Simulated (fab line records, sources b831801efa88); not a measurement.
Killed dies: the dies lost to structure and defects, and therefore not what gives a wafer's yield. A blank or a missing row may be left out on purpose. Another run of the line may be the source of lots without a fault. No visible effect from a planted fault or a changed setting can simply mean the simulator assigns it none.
A lot that was struck, set against a sound lot / flow sfq line / 19 out of 325 route steps
Sound: the wafers L225.1, L225.4, L225.5. The struck wafers were L239.1, L239.4, L239.5. The cause is given at the end.
Per side, at each step with rows, come the tool, then ch with its chambers, and then its first start. Under that, the readings that differ: sound wafers / struck wafers / difference of the means / sigmas: that difference in standard deviations of wafers without a fault.
alike: readings whose means differ by less than 2 such deviations, and words and numbers that are the same on both sides. not compared: withheld readings, readings that some wafer has no value for, bounds like >300 that may hide the same value, and numbers for which the record gives no deviation and whose values overlap.
The two part at a step that has a row with sigmas, a row that says differs or no value, or rows on one side only. Non-overlapping numbers with no deviation appear without sigmas and do not part them. A reading that every wafer of one side lacks parts them only if that side has two wafers or more.

SFQ_M0_OVL_MEAS_906:
  sound on overlay-01 at day 12 01:57; struck on overlay-01 at day 17 17:55
  alike: M0_OVL
then, 1 step without rows for these wafers: SFQ_TRILAYER_M0_BARC_OPEN_METAL_ETCH_031 (etches BARC in O2, target depth 125 nm, time 41.7 s).
SFQ_TRILAYER_M0_ETCH_METAL_ETCH_024: etches Nb in Cl2/Ar, stops on SiO2, target depth 240 nm, time 120 s.
  sound on rie metal-04 ch 0, day 12 02:03; struck on rie metal-04 ch 0, day 17 18:01
  alike: drypump motor current A, oes product au
  not compared: rf hours counter h
SFQ_TRILAYER_M0_STRIP_STRIP_025: strips in O2.
  sound on rie metal-04 ch 0, day 12 02:10; struck on rie metal-04 ch 0, day 17 18:08
  alike: drypump motor current A, oes product au
  not compared: rf hours counter h
then, 1 step without rows for these wafers: SFQ_TRILAYER_M0_STRIP_SOLV_CLEAN_026 (cleans in NMP, time 600 s).
SFQ_TRILAYER_I0_DEP_PECVD_027: deposits SiO2 from SiH4/N2O, time 111.11 s, target thk 500 nm.
  sound on pecvd-01 ch 0,1,2, day 12 02:57; struck on pecvd-02 ch 0,1,2, day 17 18:55
  alike: heater power w, throttle valve pct
SFQ_TRILAYER_I0_CMP_CMP_028: polishes SiO2.
  sound on cmp-01 ch 0,3, day 12 08:28; struck on cmp-02 ch 2,3, day 17 19:00
  alike: edge zone pressure frac, head pressure psi, motor current A, slurry flow ml min, time to endpoint s
SFQ_I0_BOW_MEAS_907:
  sound on film metro-03 at day 12 11:28; struck on film metro-03 at day 17 22:00
  alike: I0_BOW
SFQ_TRILAYER_I0_METRO_MEASURE_029:
  sound on film metro-03 at day 12 11:35; struck on film metro-03 at day 17 22:07
  alike: thk nm
then, 3 steps without rows for these wafers: SFQ_TRILAYER_I0_VIA_LITHO_COAT_036 (resist thk 62 nm); SFQ_TRILAYER_I0_VIA_LITHO_COAT_031 (resist thk 650 nm); SFQ_TRILAYER_I0_VIA_LITHO_SOFTBAKE_035.
-- the record jumps here: 7 days lie between the struck wafers' starts before and after --
SFQ_TRILAYER_I0_VIA_LITHO_EXPOSE_032: exposes mask I0, target cd 500 nm.
  sound on krf scanner-02 ch 0, day 13 01:20; struck on krf scanner-01 ch 0, day 24 16:51
  alike: mask
then, 2 steps without rows for these wafers: SFQ_TRILAYER_I0_VIA_LITHO_PEB_034 (peb time 60 s); SFQ_TRILAYER_I0_VIA_LITHO_DEVELOP_033 (time 60 s).
SFQ_I0_OVL_MEAS_908:
  sound on overlay-02 at day 13 02:50; struck on overlay-02 at day 24 18:21
  alike: I0_OVL
SFQ_TRILAYER_I0_VIA_BARC_OPEN_VIA_ETCH_046: etches BARC in O2, target depth 125 nm, time 41.7 s.
  sound on rie diel-03 ch 1,2, day 13 02:52; struck on rie diel-02 ch 0,1, day 24 18:23
reading=model.I0.cd nm (nm); sound=500.5 499.4 497.2; struck=504.1 502.5 506.2; difference=+5.2; sigmas=
  alike: drypump motor current A, oes product au
  not compared: rf hours counter h
SFQ_TRILAYER_I0_VIA_ETCH_VIA_ETCH_034: etches SiO2 in CHF3, stops on Nb, target depth 260 nm.
  sound on rie diel-03 ch 1,2, day 13 02:54; struck on rie diel-02 ch 0,1, day 24 18:26
reading=model.I0.cd nm (nm); sound=499.7 500.7 496.4; struck=504.1 503.1 506.8; difference=+5.7; sigmas=
  alike: drypump motor current A, oes product au
then, 1 step without rows for these wafers: SFQ_TRILAYER_I0_VIA_STRIP_STRIP_035 (strips in O2).

## WHERE THEY PART
Nowhere in this record.

WHY: what the simulator had put in
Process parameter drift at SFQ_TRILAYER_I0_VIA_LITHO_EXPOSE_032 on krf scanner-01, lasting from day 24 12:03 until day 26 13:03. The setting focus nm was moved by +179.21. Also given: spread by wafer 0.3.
